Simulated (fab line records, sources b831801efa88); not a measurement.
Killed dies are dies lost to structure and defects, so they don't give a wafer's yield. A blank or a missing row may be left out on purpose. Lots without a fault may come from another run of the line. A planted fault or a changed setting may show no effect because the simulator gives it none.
Which tool did it? | flow sky130 | 10 lots, 30 wafers sampled, at 4 steps of a route of 708

WHAT THE GAUGES READ, wafer by wafer
SKY_METAL2_RS_MEAS_05: measures by four-point-probe.
lot  | measured     | on            | METAL2_ALCU_RS (ohm/sq)
L278 | day 34 12:22 | film_metro-02 | 0.1270 0.1243 0.1267
L281 | day 35 08:59 | film_metro-03 | 0.1282 0.1246 0.1273
L284 | day 36 19:40 | film_metro-04 | 0.1277 0.1253 0.1268
L286 | day 37 03:41 | film_metro-04 | 0.1269 0.1253 0.1275
L287 | day 37 08:36 | film_metro-02 | 0.1281 0.1263 0.1267
L289 | day 38 01:19 | film_metro-03 | 0.1254 0.1263 0.1266
L290 | day 38 10:15 | film_metro-02 | 0.1273 0.1277 0.1284
L291 | day 38 14:24 | film_metro-02 | 0.1304 0.1304 0.1299
L292 | day 39 05:32 | film_metro-04 | 0.1255 0.1248 0.1264
L295 | day 39 16:43 | film_metro-02 | 0.1249 0.1262 0.1247

SKY_VIA2_BOW_MEAS_03.
lot  | measured     | on            | VIA2_BOW (um)
L278 | day 35 16:07 | film_metro-02 | 79 89 87
L281 | day 36 12:22 | film_metro-02 | 87 77 81
L284 | day 37 23:04 | film_metro-02 | 85 97 93
L286 | day 38 07:11 | film_metro-04 | 93 93 85
L287 | day 38 11:55 | film_metro-04 | 100 75 79
L289 | day 39 03:59 | film_metro-02 | 100 90 86
L290 | day 39 12:31 | film_metro-02 | 80 77 86
L291 | day 39 16:09 | film_metro-04 | 82 91 78 - - -
L292 | day 40 07:51 | film_metro-02 | 82 82 82
L295 | day 40 18:56 | film_metro-02 | 87 84 64

WHICH TOOL RAN EACH LOT (tool, then ch and the chambers of the sampled wafers, then the start)
lot  | SKY_METAL2_ETCH_18                | SKY_VIA2_CMP_02
L278 | rie_metal-02 ch 0, day 35 14:53   | cmp-01 ch 1,2,3, day 35 15:52
L281 | rie_metal-03 ch 0,1, day 36 11:08 | cmp-02 ch 1,2,3, day 36 12:04
L284 | rie_metal-02 ch 0,1, day 37 21:50 | cmp-02 ch 0,2, day 37 22:49
L286 | rie_metal-04 ch 0,1, day 38 05:56 | cmp-01 ch 0,3, day 38 06:52
L287 | rie_metal-04 ch 0,1, day 38 10:35 | cmp-02 ch 2,3, day 38 11:37
L289 | rie_metal-04 ch 1, day 39 02:44   | cmp-01 ch 1,2,3, day 39 03:43
L290 | rie_metal-04 ch 0,1, day 39 11:12 | cmp-01 ch 0,3, day 39 12:09
L291 | rie_metal-04 ch 0,1, day 39 14:52 | cmp-01 ch 0,1,3, day 39 15:51
L292 | rie_metal-02 ch 0,1, day 40 06:36 | cmp-02 ch 1,3, day 40 07:34
L295 | rie_metal-03 ch 0,1, day 40 17:36 | cmp-02 ch 2,3, day 40 18:38
- SKY_METAL2_ETCH_18: etches BARC in N2/H2, stops on SiO2, time 45.9 s, target depth 60 nm.
- SKY_VIA2_CMP_02: polishes SiO2.

WHAT THE TOOLS THEMSELVES READ (means of the sampled wafers that have a number; where no wafer has one, the mark that the record gives instead)
SKY_METAL2_ETCH_18.
lot  | tool         | drypump_motor_current_A (A) | h2_flow_sccm (sccm) | oes_product_au (a.u.) | throttle_valve_pct (%)
L278 | rie_metal-02 | 5.8                         | 199.5               | 0.849                 | 13.223
L281 | rie_metal-03 | 5.6                         | 200.1               | 0.857                 | 13.212
L284 | rie_metal-02 | 5.8                         | 199.9               | 0.853                 | 13.216
L286 | rie_metal-04 | 6.1                         | 200.3               | 0.857                 | 13.235
L287 | rie_metal-04 | 6.4                         | 199.4               | 0.854                 | 13.226
L289 | rie_metal-04 | 5.6                         | 200.4               | 0.859                 | 13.224
L290 | rie_metal-04 | 6.0                         | 200.3               | 0.851                 | 13.224
L291 | rie_metal-04 | 6.0                         | 199.9               | 0.855                 | 13.232
L292 | rie_metal-02 | 5.6                         | 200.1               | 0.856                 | 13.219
L295 | rie_metal-03 | 5.6                         | 200.2               | 0.857                 | 13.228

SKY_VIA2_CMP_02.
lot  | tool   | motor_current_A (A)
L278 | cmp-01 | 13.0
L281 | cmp-02 | 12.0
L284 | cmp-02 | 12.1
L286 | cmp-01 | 13.3
L287 | cmp-02 | 12.5
L289 | cmp-01 | 12.9
L290 | cmp-01 | 12.8
L291 | cmp-01 | 12.8
L292 | cmp-02 | 12.2
L295 | cmp-02 | 11.8

THE ANSWER, worked out from the rows above alone
Rule: what is usual is taken from the lots themselves. Put in order of their means at a reading, lots are off if they are a third of the lots or fewer, leave a main group of 4 or more, and stand apart from it by a gap of 3 or more times the standard deviation of the main group's means; of several such gaps the widest counts. A main group whose means are all the same, to the digits that the tables above print for the reading, isn't used. A lot without any number at a reading at which 4 lots or more have one is off too. The other lots that the step has rows for count as sound. The gauges are gone through in route order, then the tools' own readings, and for those a lot's mean is taken as printed above. The first step at which some lot is off is used, and at that step the reading that is off furthest; a lot without a number counts as furthest.
Off: L291, at SKY_METAL2_RS_MEAS_05 (METAL2_ALCU_RS). The main group: mean 0.1264 ohm/sq, standard deviation 0.00073.
A tool fits if, at a process step before that reading, it ran every lot that is off, and no sound lot after the first of them. The gauges at SKY_METAL2_RS_MEAS_05 are tried like those tools. None of those tried fits.

WHAT THE SIMULATOR HAD PUT IN
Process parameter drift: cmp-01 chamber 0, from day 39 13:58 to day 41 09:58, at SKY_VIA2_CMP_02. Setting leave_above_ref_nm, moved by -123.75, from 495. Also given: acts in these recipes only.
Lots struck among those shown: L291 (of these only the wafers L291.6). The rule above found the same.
